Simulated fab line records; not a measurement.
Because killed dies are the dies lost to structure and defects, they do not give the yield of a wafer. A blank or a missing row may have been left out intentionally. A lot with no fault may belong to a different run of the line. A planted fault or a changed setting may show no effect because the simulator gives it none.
Which tool was responsible? | flow gf180mcu | 13 lots with 37 wafers sampled at 5 steps, on a route of 602 steps

WHAT THE GAUGES READ, wafer by wafer
GF_VT_IMPLANT_RS_MEAS_49: uses a four-point probe to measure.
lot  | measured     | on            | MVPSD_RS (ohm/sq)
L913 | day 7 11:44  | film-metro-03 | 1161.7 1161.6 1164.9
L915 | day 8 12:55  | film-metro-03 | 1171.1 1171.4 1170.5
L916 | day 8 20:01  | film-metro-04 | 1172.2 1173.0 1169.3
L917 | day 8 21:46  | film-metro-04 | 1165.9 1169.4 1168.7
L918 | day 9 02:08  | film-metro-04 | 1170.2 1170.9 1166.8
L919 | day 9 07:34  | film-metro-04 | 1167.2 1170.2 1170.2
L920 | day 9 17:29  | film-metro-03 | 1172.1 1170.1 1170.1
L921 | day 10 00:46 | film-metro-01 | 1168.8 1167.2 1168.9
L922 | day 10 10:31 | film-metro-04 | 1165.9 1169.3 1168.1
L923 | day 10 10:37 | film-metro-01 | 1166.9 1168.8 1166.0
L926 | day 11 05:10 | film-metro-03 | 1188.2 1169.4
L928 | day 11 18:16 | film-metro-01 | 1187.4 1186.4
L935 | day 13 16:01 | film-metro-03 | 1166.8 1166.9 1166.0

GF_DUAL_GATE_OVL_MEAS_11.
lot  | measured     | on         | DUAL_GATE_OVL (nm)
L913 | day 8 06:04  | overlay-01 | 1.8 0.4 1.4
L915 | day 9 08:01  | overlay-02 | 1.8 1.7 -0.6
L916 | day 9 14:46  | overlay-02 | 0.2 -0.3 0.1
L917 | day 9 16:16  | overlay-02 | 0.5 -0.8 0.0
L918 | day 9 20:25  | overlay-01 | 2.3 2.0 1.3
L919 | day 10 02:54 | overlay-01 | 0.0 0.5 1.0
L920 | day 10 12:46 | overlay-01 | 3.7 4.0 2.4
L921 | day 10 20:23 | overlay-02 | 0.9 0.7 1.9
L922 | day 11 06:34 | overlay-01 | 3.2 2.0 3.0
L923 | day 11 07:31 | overlay-01 | 0.2 3.3 1.9
L926 | day 12 03:21 | overlay-02 | 1.0 2.9
L928 | day 12 15:22 | overlay-01 | 1.3 2.3
L935 | day 14 15:34 | overlay-01 | -0.5 0.1 0.9

TOOL THAT RAN EACH LOT (tool first, then ch and the chambers of the sampled wafers, then the start)
lot  | GF_MVPSD_IMPLANT_09             | GF_MVPSD_STRIP_10                    | GF_VT_IMPLANT_STRIP_42
L913 | implanter-01 ch 0, day 4 21:44  | plasma-asher-01 ch 0,1, day 4 21:50  | plasma-asher-03 ch 0,1, day 7 11:02
L915 | implanter-01 ch 0, day 5 19:21  | plasma-asher-01 ch 0,1, day 5 19:30  | plasma-asher-04 ch 0,1, day 8 12:14
L916 | implanter-01 ch 0, day 6 02:30  | plasma-asher-03 ch 1, day 6 02:39    | plasma-asher-02 ch 0,1, day 8 19:21
L917 | implanter-03 ch 0, day 6 04:09  | plasma-asher-03 ch 0,1, day 6 04:18  | plasma-asher-03 ch 0,1, day 8 21:05
L918 | implanter-01 ch 0, day 6 09:01  | plasma-asher-01 ch 0,1, day 6 09:08  | plasma-asher-04 ch 0,1, day 9 01:26
L919 | implanter-01 ch 0, day 6 12:15  | plasma-asher-03 ch 0,1, day 6 12:24  | plasma-asher-04 ch 0,1, day 9 06:53
L920 | implanter-03 ch 0, day 6 23:13  | plasma-asher-02 ch 0,1, day 6 23:21  | plasma-asher-04 ch 0,1, day 9 16:48
L921 | implanter-03 ch 0, day 7 04:07  | plasma-asher-02 ch 0,1, day 7 04:13  | plasma-asher-04 ch 0,1, day 9 23:58
L922 | implanter-03 ch 0, day 7 06:06  | plasma-asher-03 ch 0,1, day 7 06:15  | plasma-asher-04 ch 0,1, day 10 09:50
L923 | implanter-01 ch 0, day 7 12:57  | plasma-asher-03 ch 0,1, day 7 13:05  | plasma-asher-02 ch 0,1, day 10 09:56
L926 | implanter-01 ch 0, day 8 06:30  | plasma-asher-01 ch 0, day 8 06:39    | plasma-asher-03 ch 0,1, day 11 04:29
L928 | implanter-01 ch 0, day 8 18:27  | plasma-asher-03 ch 0,1, day 8 18:36  | plasma-asher-03 ch 0,1, day 11 17:35
L935 | implanter-03 ch 0, day 10 10:27 | plasma-asher-01 ch 0,1, day 10 10:36 | plasma-asher-03 ch 0,1, day 13 15:20
- GF_MVPSD_IMPLANT_09
- GF_MVPSD_STRIP_10: strips in O2/N2.
- GF_VT_IMPLANT_STRIP_42: strips in O2/N2.

WHAT THE TOOLS THEMSELVES READ (means of the sampled wafers that have a number; where no wafer has one, the mark that the record gives instead)
GF_MVPSD_STRIP_10.
lot  | tool            | drypump-motor-current-A (A) | heater-power-w (W) | n2-flow-sccm (sccm) | oes-product-au (a.u.) | strip-time-to-endpoint-s (s)
L913 | plasma-asher-01 | 6.2                         | 314                | 299.5               | 0.721                 | 37.10
L915 | plasma-asher-01 | 6.2                         | 318                | 300.3               | 0.723                 | 37.14
L916 | plasma-asher-03 | 5.8                         | 357                | 299.8               | 0.718                 | 36.87
L917 | plasma-asher-03 | 5.5                         | 317                | 300.6               | 0.723                 | 36.97
L918 | plasma-asher-01 | 6.2                         | 314                | 299.7               | 0.722                 | 36.98
L919 | plasma-asher-03 | 5.5                         | 320                | 300.3               | 0.719                 | 37.00
L920 | plasma-asher-02 | 6.1                         | 403                | 300.4               | 0.718                 | 36.82
L921 | plasma-asher-02 | 6.1                         | 394                | 300.2               | 0.722                 | 36.98
L922 | plasma-asher-03 | 5.5                         | 319                | 298.9               | 0.724                 | 36.72
L923 | plasma-asher-03 | 5.5                         | 312                | 300.4               | 0.727                 | 36.93
L926 | plasma-asher-01 | 6.4                         | 326                | 301.6               | 0.720                 | 36.98
L928 | plasma-asher-03 | 5.6                         | 326                | 299.6               | 0.720                 | 36.94
L935 | plasma-asher-01 | 6.3                         | 315                | 300.5               | 0.723                 | 37.09

GF_VT_IMPLANT_STRIP_42.
lot  | tool            | drypump-motor-current-A (A) | heater-power-w (W) | n2-flow-sccm (sccm) | oes-product-au (a.u.) | strip-time-to-endpoint-s (s)
L913 | plasma-asher-03 | 5.7                         | 335                | 299.9               | 0.717                 | 12.62
L915 | plasma-asher-04 | 5.5                         | 305                | 299.7               | 0.713                 | 12.56
L916 | plasma-asher-02 | 5.7                         | 385                | 300.6               | 0.718                 | 12.65
L917 | plasma-asher-03 | 5.7                         | 335                | 300.1               | 0.711                 | 12.57
L918 | plasma-asher-04 | 5.4                         | 356                | 298.9               | 0.716                 | 12.64
L919 | plasma-asher-04 | 5.6                         | 308                | 300.0               | 0.712                 | 12.60
L920 | plasma-asher-04 | 5.3                         | 357                | 299.6               | 0.713                 | 12.66
L921 | plasma-asher-04 | 5.6                         | 308                | 299.7               | 0.713                 | 12.61
L922 | plasma-asher-04 | 5.6                         | 308                | 299.9               | 0.715                 | 12.63
L923 | plasma-asher-02 | 6.1                         | 392                | 300.1               | 0.713                 | 12.62
L926 | plasma-asher-03 | 5.6                         | 326                | 300.1               | 0.716                 | 12.59
L928 | plasma-asher-03 | 5.6                         | 327                | 299.2               | 0.720                 | 12.66
L935 | plasma-asher-03 | 5.7                         | 335                | 299.4               | 0.715                 | 12.64

THE ANSWER, worked out from the rows above alone
Rule: usual is defined by the lots themselves. The widest of any qualifying gaps counts: lots, ordered by their means at a reading, are off when they make up no more than a third of the lots, leave a main group of 4 or more, and stand apart from it by 3 or more times the standard deviation of that group's means. Not used: any main group whose means are identical at the precision the tables above print for the reading. A lot without any number at a reading at which 4 lots or more have one is off too. All remaining lots with rows at the step are treated as sound. The gauges are gone through in route order, then the tools' own readings, and for those a lot's mean is taken as printed above. The first step at which some lot is off is used, and at that step the reading that is off furthest; a lot without a number counts as furthest.
Off: L926, L928, seen at GF_VT_IMPLANT_RS_MEAS_49 (MVPSD_RS). Mean 1168.4 ohm/sq and standard deviation 2.4 in the main group.
If a tool, at a process step before that reading, ran all the lots that are off and no sound lot after the first of them, it fits. Gauges at GF_VT_IMPLANT_RS_MEAS_49: tried the same way as those tools. One fits: GF_MVPSD_IMPLANT_09 on implanter-01. A fault onset in the window from L923 (day 7 12:57, its last sound lot) to L926 (day 8 06:30, its first lot off) fits.

WHAT THE SIMULATOR HAD INSERTED
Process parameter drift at GF_MVPSD_IMPLANT_09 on implanter-01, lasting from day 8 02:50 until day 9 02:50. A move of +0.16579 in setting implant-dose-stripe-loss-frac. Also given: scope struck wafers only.
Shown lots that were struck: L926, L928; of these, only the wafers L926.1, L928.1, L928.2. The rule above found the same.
